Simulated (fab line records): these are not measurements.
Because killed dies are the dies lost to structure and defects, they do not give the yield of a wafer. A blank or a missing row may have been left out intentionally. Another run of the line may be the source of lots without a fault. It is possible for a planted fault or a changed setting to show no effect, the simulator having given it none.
Comparing a struck lot with a sound one | flow gf180mcu | 16 steps out of a route of 602
Sound: the wafers L135.3, L135.4, L135.5. Struck: wafer L142.1. (L142.3, L142.4 of the same lot were not struck and are left out.) The cause comes at the end.
Order at every step that has rows: each side's tool, ch and its chambers, its first start. Under that, the readings that differ: sound wafers | struck wafers | difference of the means | sigmas: that difference in standard deviations of wafers without a fault.
alike: words and numbers the same on both sides, and readings whose means are apart by under 2 such deviations; not compared: readings that were withheld, readings missing a value for some wafer, numbers with overlapping values and no deviation given by the record, and bounds like >300 which may hide the same value.
Wherever a step has rows on one side only, a row that says differs or no value, or a row with sigmas, the two part there. Numbers that have no deviation but don't overlap get no sigmas and don't part them. A reading that every wafer of one side lacks parts them only if that side has two wafers or more.

first, 6 steps without rows for these wafers: GF_M4_HMDS_08 (prime time 60 s); GF_M4_COAT_09 (resist thk 1000 nm); GF_M4_SOFTBAKE_10 (time 60 s); GF_M4_EXPOSE_11 (exposes mask Metal4, target cd 280 nm); GF_M4_PEB_12 (peb time 90 s); GF_M4_DEVELOP_13 (develop time 60 s).
GF_M4_CD_MEAS_14 targets a cd of 280 nm.
  sound: cdSem-01 at day 25 21:25; struck: cdSem-02 at day 28 00:28
  alike: cdNm
GF_M4_OVL_MEAS_15:
  sound: overlay-01 at day 25 21:30; struck: overlay-01 at day 28 00:35
  alike: M4_OVL
GF_M4_METAL_ETCH_16: etches the open film in Cl2/BCl3, stops on SiO2, target depth 627.5 nm, time 104.6 s.
  sound on rieMetal-03 ch 0,1, day 25 21:34; struck on rieMetal-03 ch 1, day 28 00:37
reading             | sound | struck | difference                   | sigmas
rfHoursCounterH (h) | - - - | 5      | no value on the sound wafers | 
  alike: biasW, chamberPressureMTorr, drypumpMotorCurrentA, mfcCl2Sccm, oesProductAu, throttleValvePct
GF_M4_STRIP_17: strips in O2/N2.
  sound on plasmaAsher-02 ch 0,1, day 25 21:40; struck on plasmaAsher-03 ch 0, day 28 00:44
reading             | sound | struck | difference                   | sigmas
rfHoursCounterH (h) | - - - | 56     | no value on the sound wafers | 
  alike: chamberPressureMTorr, drypumpMotorCurrentA, heaterPowerW, oesProductAu, stripTimeToEndpointS
then, 2 steps without rows for these wafers: GF_M4_STRIP_18 (strips in post etch residue remover, time 1200 s); GF_M4_CLEAN_19 (cleans in DIW).
GF_V4_CVD_00: deposits SiO2, target thk 600 nm, time 100 s.
  sound on hdpcvd-02 ch 0,1, day 25 22:11; struck on hdpcvd-01 ch 1, day 28 01:16
reading                            | sound             | struck | difference | sigmas
pressureMtorr (mTorr)              | 6.019 6.006 6.018 | 5.988  | -0.026     | -2
sih4FlowSccm (sccm)                | 59.75 59.93 59.68 | 51.13  | -8.66      | -54
model.SiO2_of_V4_CVD_00.thkNm (nm) | 603.5 617.1 604.6 | 516.5  | -91.9      | 
GF_V4_THK_MEAS_01:
  sound: filmMetro-01 at day 25 22:17; struck: filmMetro-02 at day 28 01:20
reading            | sound       | struck | difference | sigmas
V4_CVD_00_THK (nm) | 603 617 605 | 516    | -92        | -11
GF_V4_CVD_02: deposits SiO2 from TEOS, target thk 850 nm, time 94.851 s.
  sound on pecvd-03 ch 0,1, day 25 22:19; struck on pecvd-01 ch 0, day 28 01:24
  alike: heaterPowerW
GF_PASSIVATION_PROBE_99:
  the record has rows for the sound wafers here (prober-02, day 31 03:58) and none for the struck ones

== WHERE THEY PART ==
Last at GF_PASSIVATION_PROBE_99 as far as this record goes, first at GF_M4_METAL_ETCH_16.

WHY: what the simulator had put in
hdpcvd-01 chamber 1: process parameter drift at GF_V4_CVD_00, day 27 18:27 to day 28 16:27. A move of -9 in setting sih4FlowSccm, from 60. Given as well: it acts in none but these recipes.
